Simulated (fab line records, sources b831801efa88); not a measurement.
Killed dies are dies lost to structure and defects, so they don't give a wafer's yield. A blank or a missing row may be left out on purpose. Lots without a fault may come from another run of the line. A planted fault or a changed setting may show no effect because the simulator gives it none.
fab line records | flow sky130
record lots=7 wafers=21 last_day=50
route steps=708 shown POLY_GATE@236 LDD_N@237 LDD_P@255 PAD_OPEN@708
lots that met no fault: from a run of the same line without faults
start_h: hours from the record's first day to the start of the lot's first wafer shown | wait_h: hours since the lot's step before | " the same as in the row above | L1.1+2: a row that stands for several wafers | - no value, or no start given | * or withheld: withheld | < > ~ a bound
route shown NAME@n: a module of which the file shows steps, and the number in the route of the first | usual: mean/standard deviation of fault-free wafers | same: alike in all rows | chamber/n: place in a boat | sites: the reading at each site | _std_site: their standard deviation | _edge_site: outer sites' mean less inner sites' | radius_mm: how far each site lies from the wafer's centre | mask NAME#n: copy n | behind: the tool/chamber that last shaped the wafer | hold: why the lot was held/for how many hours/how that ended | device: the transistor (n, p or np) that didn't switch | end of line: the same wafers' tests at the end of the route | a step without rows: its recipe alone | killed: dies lost to structure and defects at the first sort, not the wafer's yield | map: a wafer's dies, x killed, . not, _ none there
set.NAME: the setting as run; set.NAME@STEP: as run at that earlier step | model.NAME: the simulator's own value behind a step, which no gauge read
lots at some steps of the route; a table a step, a row a wafer
services: from which hour (start_h, from the record's first day; less than 0 if before it) a tool's chamber was out of use, for how many hours, and why
## steps
# step SKY_POLY_GATE_CD_MEAS_22
# usual cd_nm=150.5/1.8
# columns lot.wafer tool chamber start_h wait_h cd_nm
L592.3 cd_sem-01 - 367.54 0.1 149.7
L592.4 " - " " 150.1
L592.5 " - " " 149.4
L593.1 cd_sem-02 - 380.07 0.1 148.6
L593.4 " - " " 146.9
L593.5 " - " " 148.7
L594.3 cd_sem-02 - 393.50 0.1 151.0
L594.4 " - " " 149.0
L594.6 " - " " 149.2
L599.1 cd_sem-02 - 430.57 0.1 148.8
L599.2 " - " " 151.8
L599.4 " - " " 152.1
L600.2 cd_sem-01 - 447.18 0.1 150.1
L600.5 " - " " 152.5
L600.6 " - " " 152.1
L607.3 cd_sem-01 - 505.83 0.1 151.7
L607.4 " - " " 149.9
L607.5 " - " " 152.7
L614.1 cd_sem-02 - 562.18 0.1 152.8
L614.3 " - " " 151.9
L614.5 " - " " 151.3
# step SKY_LDD_N_DEHYDRATE_00
# recipe temp_c=200 time_s=60
# step SKY_LDD_N_HMDS_01
# recipe prime_time_s=60 prime_temp_c=120
# step SKY_LDD_N_COAT_02
# recipe resist=NOVOLAK spin_rpm=3000 resist_thk_nm=300
# step SKY_LDD_N_SOFTBAKE_03
# recipe temp_c=90 time_s=60 resist=NOVOLAK
# step SKY_LDD_N_EXPOSE_04
# recipe mask_id=NTM target_cd_nm=840 na=0.6 source_shape=conventional sigma_outer=0.6 dose_mj=110
# step SKY_LDD_N_PEB_05
# recipe temp_c=withheld time_s=* resist=NOVOLAK
# step SKY_LDD_N_DEVELOP_06
# recipe develop_time_s=60 dev_temp_c=23
# step SKY_LDD_N_OVL_MEAS_07
# usual LDD_N_OVL=-1.1/1.4
# columns lot.wafer tool chamber start_h wait_h LDD_N_OVL[nm]
L592.3 overlay-02 - 396.54 0.1 -1.0
L592.4 " - " " -1.2
L592.5 " - " " -1.1
L593.1 overlay-01 - 409.02 0.1 -0.9
L593.4 " - " " 0.0
L593.5 " - " " 0.9
L594.3 overlay-01 - 422.79 0.1 -2.1
L594.4 " - " " -2.5
L594.6 " - " " -0.2
L599.1 overlay-02 - 461.83 0.1 -4.2
L599.2 " - " " -0.8
L599.4 " - " " -0.2
L600.2 overlay-02 - 477.63 0.1 -0.6
L600.5 " - " " -1.9
L600.6 " - " " -2.2
L607.3 overlay-01 - 535.63 0.1 -3.7
L607.4 " - " " -4.6
L607.5 " - " " -0.6
L614.1 overlay-01 - 591.38 0.1 -1.7
L614.3 " - " " 0.2
L614.5 " - " " -2.8
# step SKY_LDD_N_IMPLANT_08
# recipe species=As energy_kev=20 dose_cm2=7.5e+13 tilt_deg=withheld rotation_deg=23
# step SKY_LDD_N_IMPLANT_09
# recipe species=As energy_kev=20 dose_cm2=7.5e+13 tilt_deg=withheld rotation_deg=113
# step SKY_LDD_N_IMPLANT_10
# recipe species=As energy_kev=20 dose_cm2=7.5e+13 tilt_deg=withheld rotation_deg=203
# step SKY_LDD_N_IMPLANT_11
# recipe species=As energy_kev=20 dose_cm2=7.5e+13 tilt_deg=withheld rotation_deg=293
# columns lot.wafer tool chamber start_h wait_h
L592.3+4+5 implanter-02 0 397.06 0.1
L593.1+4+5 implanter-01 0 409.51 0.1
L593.1+4+5 implanter-01 0 409.82 0.3
L594.3+4+6 implanter-02 0 423.31 0.1
L594.3+4+6 implanter-02 0 423.63 0.3
L599.1+2+4 implanter-04 0 462.31 0.1
L599.1+2+4 implanter-04 0 462.63 0.3
L600.2+5+6 implanter-01 0 478.14 0.1
L607.3+4+5 implanter-02 0 536.16 0.1
L614.1+3+5 implanter-04 0 591.86 0.1
# step SKY_LDD_N_IMPLANT_12
# recipe species=BF2 energy_kev=50 dose_cm2=5e+12 tilt_deg=30 rotation_deg=0
# step SKY_LDD_N_IMPLANT_13
# recipe species=BF2 energy_kev=50 dose_cm2=5e+12 tilt_deg=30 rotation_deg=90
# step SKY_LDD_N_IMPLANT_14
# recipe species=BF2 energy_kev=50 dose_cm2=5e+12 tilt_deg=30 rotation_deg=180
# step SKY_LDD_N_IMPLANT_15
# recipe species=BF2 energy_kev=50 dose_cm2=5e+12 tilt_deg=30 rotation_deg=270
# step SKY_LDD_N_STRIP_16
# recipe chemistry=O2/N2 power_w=1400 pressure_mtorr=1500 platen_temp_c=withheld o2_flow_sccm=3000 n2_flow_sccm=300 overash_fraction=0.5
# usual drypump_motor_current_A=5.7/0.34 oes_product_au=0.407/0.0047 strip_time_to_endpoint_s=4.323/0.012
# columns lot.wafer tool chamber start_h wait_h drypump_motor_current_A oes_product_au rf_hours_counter_h strip_time_to_endpoint_s
L592.3 plasma_asher-03 0 397.80 0.1 4.9 0.416 - 4.327
L592.4 " 1 " " 5.8 0.406 - 4.318
L592.5 " 0 " " 4.9 0.411 - 4.316
L593.1 plasma_asher-03 0 410.57 0.1 4.9 0.400 61 4.522
L593.4 " 0 " " 4.9 0.412 - 4.527
L593.5 " 0 " " 4.9 0.413 - 4.522
L594.3 plasma_asher-03 0 424.36 0.1 4.9 0.409 - 4.525
L594.4 " 1 " " 5.8 0.410 - 4.521
L594.6 " 0 " " 4.9 0.406 - 4.516
L599.1 plasma_asher-04 1 463.38 0.1 6.0 0.407 3 4.517
L599.2 " 0 " " 5.8 0.403 3 4.536
L599.4 " 1 " " 6.0 0.405 - 4.546
L600.2 plasma_asher-04 0 478.86 0.1 5.8 0.409 4 4.314
L600.5 " 1 " " 6.0 0.408 - 4.338
L600.6 " 0 " " 5.8 0.410 - 4.320
L607.3 plasma_asher-04 1 536.89 0.1 6.0 0.413 - 4.316
L607.4 " 0 " " 5.8 0.406 - 4.302
L607.5 " 0 " " 5.8 0.411 - 4.317
L614.1 plasma_asher-02 1 592.61 0.1 5.8 0.407 49 4.314
L614.3 " 0 " " 5.7 0.421 - 4.325
L614.5 " 1 " " 5.8 0.406 - 4.310
# step SKY_LDD_N_TW_MEAS_17
# usual LDD_N_TW=2605/29
# columns lot.wafer tool chamber start_h wait_h LDD_N_TW
L592.3 film_metro-03 - 397.88 0.1 2569
L592.4 " - " " 2554
L592.5 " - " " 2564
L593.1 film_metro-03 - 410.67 0.1 2672
L593.4 " - " " 2680
L593.5 " - " " 2683
L594.3 film_metro-02 - 424.45 0.1 2723
L594.4 " - " " 2727
L594.6 " - " " 2733
L599.1 film_metro-03 - 463.48 0.1 2692
L599.2 " - " " 2673
L599.4 " - " " 2687
L600.2 film_metro-02 - 478.97 0.1 2622
L600.5 " - " " 2606
L600.6 " - " " 2612
L607.3 film_metro-03 - 536.98 0.1 2571
L607.4 " - " " 2579
L607.5 " - " " 2573
L614.1 film_metro-03 - 592.71 0.1 2590
L614.3 " - " " 2592
L614.5 " - " " 2587
# step SKY_LDD_P_DEHYDRATE_00
# recipe temp_c=200 time_s=60
# step SKY_PAD_OPEN_PROBE_99
# usual killed_at_M0_to_M3=44/7.7 killed_at_M4_up=3.2/1.7 killed_at_contacts=24/5.3 killed_at_front_end=15/4.3 killed_at_other=0.3/0.57 killed_dies=87/11 killed_open=47/7.4 killed_short=40/6.5
# same gross_dies=492 killed_at_back_side=0
# columns lot.wafer tool chamber start_h wait_h killed_at_M0_to_M3 killed_at_M4_up killed_at_contacts killed_at_front_end killed_at_other killed_dies killed_open killed_short model.etest.tip_n.rs_ohm_sq model.etest.nfet_01v8.r_on_ohm_um model.etest.nfet_01v8_lvt.drive_ua_um model.etest.nfet_01v8_turned.drive_ua_um model.etest.nfet_01v8_lvt.vt_sat_v model.etest.nfet_01v8_turned.vt_sat_v model.etest.nfet_01v8.vt_sat_v
L592.3 prober-02 - 1068.75 0.2 43 3 24 14 1 85 48 37 446.7 800.9 592.2 527.6 0.5237 0.6353 0.6354
L592.4 prober-02 - 1068.80 0.2 45 4 22 10 0 81 45 36 446.1 802.5 598.6 522.1 0.5222 0.6351 0.6356
L592.5 prober-02 - 1068.85 0.2 47 6 25 14 1 93 46 47 444.3 816.6 584.5 513.7 0.5343 0.6439 0.647
L593.1 prober-01 - 1079.19 0.1 46 0 20 16 0 82 52 30 385.6 801.5 592 517 0.5115 0.6313 0.6317
L593.4 prober-01 - 1079.34 0.2 60 5 24 18 0 107 62 44 390.7 777.9 608.6 538.7 0.503 0.6198 0.6261
L593.5 prober-01 - 1079.39 0.2 27 3 14 13 0 57 26 31 387.3 782.7 610.6 535.5 0.4969 0.6225 0.6185
L594.3 prober-02 - 1090.83 0.2 54 3 19 18 1 95 56 39 385.2 821.9 581.4 515.9 0.5222 0.6305 0.6326
L594.4 prober-02 - 1090.88 0.2 33 1 15 10 1 60 29 31 385.8 806.5 594.2 519.4 0.513 0.6282 0.6323
L594.6 prober-02 - 1090.98 0.2 38 4 22 17 0 81 40 41 387.4 829.5 581.5 503.5 0.5243 0.6412 0.6371
L599.1 prober-01 - 1117.37 0.1 46 3 25 12 0 86 48 38 388.7 796.1 602 531.8 0.5162 0.6243 0.6294
L599.2 prober-01 - 1117.42 0.1 47 5 15 17 0 84 40 44 387.9 812.2 597.2 519.4 0.5139 0.6323 0.6318
L599.4 prober-01 - 1117.52 0.2 44 4 30 20 1 99 47 52 388.5 803 593.2 516.6 0.519 0.6389 0.6365
L600.2 prober-02 - 1123.25 0.1 38 1 20 14 1 74 38 36 438.9 801.5 597.5 528 0.5248 0.6332 0.6335
L600.5 prober-02 - 1123.40 0.2 44 1 18 10 0 73 43 30 438.7 828.7 572.1 508 0.5385 0.6449 0.646
L600.6 prober-02 - 1123.45 0.2 42 2 17 9 0 70 41 29 443.4 840 572.6 502 0.5373 0.6524 0.6456
L607.3 prober-02 - 1162.39 0.2 33 3 23 16 0 75 41 33 446.3 840.8 564.2 496.3 0.5359 0.6514 0.6452
L607.4 prober-02 - 1162.44 0.2 35 5 26 20 0 86 50 36 440.9 832.2 569.9 497.4 0.534 0.651 0.6452
L607.5 prober-02 - 1162.49 0.2 44 4 23 15 0 86 52 34 443.1 862 562.9 492.8 0.5382 0.6548 0.6495
L614.1 prober-02 - 1191.10 0.1 62 4 33 12 1 112 65 47 438.6 849.9 564.4 493.1 0.5379 0.6535 0.6464
L614.3 prober-02 - 1191.20 0.2 42 2 18 22 0 84 46 38 438.2 845.5 572.4 503.2 0.5296 0.649 0.6399
L614.5 prober-02 - 1191.30 0.2 54 1 29 20 0 104 62 41 439.2 832.5 580.1 507 0.5243 0.6405 0.6351
# killed by level:class
L592.3 CONTACT:geometric_particle:open=13 VIA1:geometric_particle:open=12 VIA1:geometric_particle:short=10 VIA2:geometric_particle:open=7 POLY_GATE:geometric_particle:open=5 CONTACT:geometric_particle:short=5 FIELD_ISO:geometric_particle:open=4 FIELD_ISO:geometric_particle:short=3
L592.4 LI_CONTACT:geometric_particle:open=10 VIA1:geometric_particle:open=10 VIA3:geometric_particle:open=7 VIA1:geometric_particle:short=5 POLY_GATE:geometric_particle:open=4 VIA2:geometric_particle:open=4 LI_CONTACT:geometric_particle:short=4 CONTACT:geometric_particle:open=4
L592.5 VIA1:geometric_particle:open=15 LI_CONTACT:geometric_particle:open=8 VIA1:geometric_particle:short=8 CONTACT:geometric_particle:open=6 VIA2:geometric_particle:open=6 METAL4:geometric_particle:short=6 POLY_GATE:geometric_particle:short=5 METAL1:geometric_particle:short=5
L593.1 CONTACT:geometric_particle:open=11 VIA3:geometric_particle:open=10 VIA2:geometric_particle:open=8 METAL1:geometric_particle:short=6 VIA1:geometric_particle:open=6 POLY_GATE:geometric_particle:short=5 METAL2:geometric_particle:short=5 FIELD_ISO:geometric_particle:short=4
L593.4 VIA1:geometric_particle:open=18 VIA3:geometric_particle:open=11 LI_CONTACT:geometric_particle:open=7 CONTACT:geometric_particle:open=7 VIA2:geometric_particle:open=7 METAL3:geometric_particle:short=6 FIELD_ISO:geometric_particle:short=5 FIELD_ISO:geometric_particle:open=5
L593.5 CONTACT:geometric_particle:open=7 VIA1:geometric_particle:short=7 METAL3:geometric_particle:short=5 FIELD_ISO:geometric_particle:open=3 VIA1:geometric_particle:open=3 LOCAL_INTERCONNECT:geometric_particle:short=3 CONTACT:geometric_particle:short=3 VIA2:geometric_particle:open=3
L594.3 VIA2:geometric_particle:open=13 VIA1:geometric_particle:open=12 VIA3:geometric_particle:open=12 LI_CONTACT:geometric_particle:open=6 VIA3:geometric_particle:short=5 POLY_GATE:geometric_particle:short=4 POLY_GATE:geometric_particle:open=4 CONTACT:geometric_particle:short=4
L594.4 VIA1:geometric_particle:open=6 METAL2:geometric_particle:short=6 CONTACT:geometric_particle:open=5 LOCAL_INTERCONNECT:geometric_particle:short=4 METAL1:geometric_particle:short=4 VIA2:geometric_particle:open=4 VIA3:geometric_particle:short=4 VIA3:geometric_particle:open=4
L594.6 CONTACT:geometric_particle:open=9 VIA1:geometric_particle:open=9 FIELD_ISO:geometric_particle:short=7 POLY_GATE:geometric_particle:short=5 LI_CONTACT:geometric_particle:open=5 METAL2:geometric_particle:short=5 VIA3:geometric_particle:open=5 CONTACT:geometric_particle:short=4
L599.1 CONTACT:geometric_particle:open=11 VIA1:geometric_particle:open=11 VIA3:geometric_particle:open=9 CONTACT:geometric_particle:short=6 METAL2:geometric_particle:short=6 FIELD_ISO:geometric_particle:open=4 LI_CONTACT:geometric_particle:open=4 METAL1:geometric_particle:short=4
L599.2 VIA1:geometric_particle:short=9 VIA3:geometric_particle:open=8 FIELD_ISO:geometric_particle:short=7 METAL2:geometric_particle:short=7 VIA1:geometric_particle:open=6 CONTACT:geometric_particle:open=5 CONTACT:geometric_particle:short=5 VIA2:geometric_particle:open=4
L599.4 FIELD_ISO:geometric_particle:open=9 METAL2:geometric_particle:short=8 LI_CONTACT:geometric_particle:open=8 CONTACT:geometric_particle:short=7 VIA3:geometric_particle:open=7 CONTACT:geometric_particle:open=6 VIA1:geometric_particle:open=6 FIELD_ISO:geometric_particle:short=5
L600.2 VIA1:geometric_particle:open=8 LI_CONTACT:geometric_particle:open=7 CONTACT:geometric_particle:open=7 METAL2:geometric_particle:short=6 METAL1:geometric_particle:short=5 FIELD_ISO:geometric_particle:short=4 FIELD_ISO:geometric_particle:open=4 VIA3:geometric_particle:open=4
L600.5 VIA2:geometric_particle:open=11 VIA1:geometric_particle:open=9 LI_CONTACT:geometric_particle:open=6 CONTACT:geometric_particle:open=6 VIA1:geometric_particle:short=6 METAL2:geometric_particle:short=4 METAL1:geometric_particle:short=4 LOCAL_INTERCONNECT:geometric_particle:short=3
L600.6 VIA1:geometric_particle:open=9 CONTACT:geometric_particle:short=7 VIA3:geometric_particle:open=7 VIA2:geometric_particle:open=7 VIA1:geometric_particle:short=6 FIELD_ISO:geometric_particle:open=4 LI_CONTACT:geometric_particle:open=4 CONTACT:geometric_particle:open=4
L607.3 VIA3:geometric_particle:open=7 CONTACT:geometric_particle:open=7 CONTACT:geometric_particle:short=7 VIA1:geometric_particle:open=6 FIELD_ISO:geometric_particle:open=5 LI_CONTACT:geometric_particle:open=5 VIA2:geometric_particle:open=5 FIELD_ISO:geometric_particle:short=4
L607.4 CONTACT:geometric_particle:open=10 LI_CONTACT:geometric_particle:open=8 VIA3:geometric_particle:open=7 VIA1:geometric_particle:open=6 SPACER:geometric_particle:open=5 POLY_GATE:geometric_particle:short=4 METAL1:geometric_particle:short=4 METAL2:geometric_particle:short=4
L607.5 VIA1:geometric_particle:open=12 CONTACT:geometric_particle:open=11 VIA3:geometric_particle:open=8 LI_CONTACT:geometric_particle:open=6 METAL2:geometric_particle:short=5 LI_CONTACT:geometric_particle:short=4 METAL1:geometric_particle:short=4 VIA1:geometric_particle:short=4
L614.1 VIA1:geometric_particle:open=13 CONTACT:geometric_particle:open=13 VIA3:geometric_particle:open=11 METAL2:geometric_particle:short=10 VIA1:geometric_particle:short=8 LI_CONTACT:geometric_particle:open=7 METAL1:geometric_particle:short=7 VIA2:geometric_particle:open=6
L614.3 VIA1:geometric_particle:open=11 FIELD_ISO:geometric_particle:short=10 CONTACT:geometric_particle:open=7 LI_CONTACT:geometric_particle:open=6 VIA1:geometric_particle:short=6 POLY_GATE:geometric_particle:open=5 VIA2:geometric_particle:short=5 VIA3:geometric_particle:open=5
L614.5 VIA1:geometric_particle:open=17 VIA3:geometric_particle:open=14 CONTACT:geometric_particle:short=9 CONTACT:geometric_particle:open=8 POLY_GATE:geometric_particle:short=7 LI_CONTACT:geometric_particle:open=7 POLY_GATE:geometric_particle:open=5 METAL1:geometric_particle:short=5
## services
# columns tool chamber start_h hours kind
implanter-04 - 394.14 1.7 repair
implanter-04 - 395.62 8.4 repair
implanter-01 - 402.23 2.1 repair
plasma_asher-03 - 418.12 2.8 pm
plasma_asher-04 - 421.25 9.0 pm
plasma_asher-04 0 421.25 9.0 vent_cycle
plasma_asher-04 1 421.25 9.0 vent_cycle
implanter-01 - 423.32 34.8 repair
plasma_asher-04 0 430.25 - clean
plasma_asher-04 1 430.25 - clean
implanter-02 - 436.01 2.5 pm
implanter-01 - 460.98 3.9 repair
implanter-04 - 468.29 1.6 repair
implanter-01 - 490.55 1.2 repair
plasma_asher-03 - 494.48 44.3 pm
implanter-01 - 554.89 1.2 repair
plasma_asher-02 - 567.58 1.8 repair
## key
first_sign step=SKY_LDD_N_IMPLANT_11 reading=visit direction=added
effect step=SKY_LDD_N_STRIP_16 reading=strip_time_to_endpoint_s direction=up sigmas=16 usual=* struck=*
effect step=SKY_LDD_N_TW_MEAS_17 reading=LDD_N_TW direction=up sigmas=3.1 usual=2605 struck=2697
model_effect step=SKY_PAD_OPEN_PROBE_99 value=etest.tip_n.rs_ohm_sq without=441.7 struck=387.4
met_at SKY_LDD_N_IMPLANT_11
struck_wafers L593.1,L593.4,L593.5,L594.3,L594.4,L594.6,L599.1,L599.2,L599.4
tester_left_out L593,L594,L599
fault kind=repeated_step_whole tool=implanter-01,implanter-02,implanter-04 chamber=- onset_h=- steps=SKY_LDD_N_IMPLANT_11 times=1 scope=struck_lots_only
# tester_left_out: of these lots the tester's yield and bins aren't shown, on N5 and GAA mostly nor the transistor test; their killed dies are dies lost to structure and defects alone, not to doping, threshold or leakage, so they don't give the yield
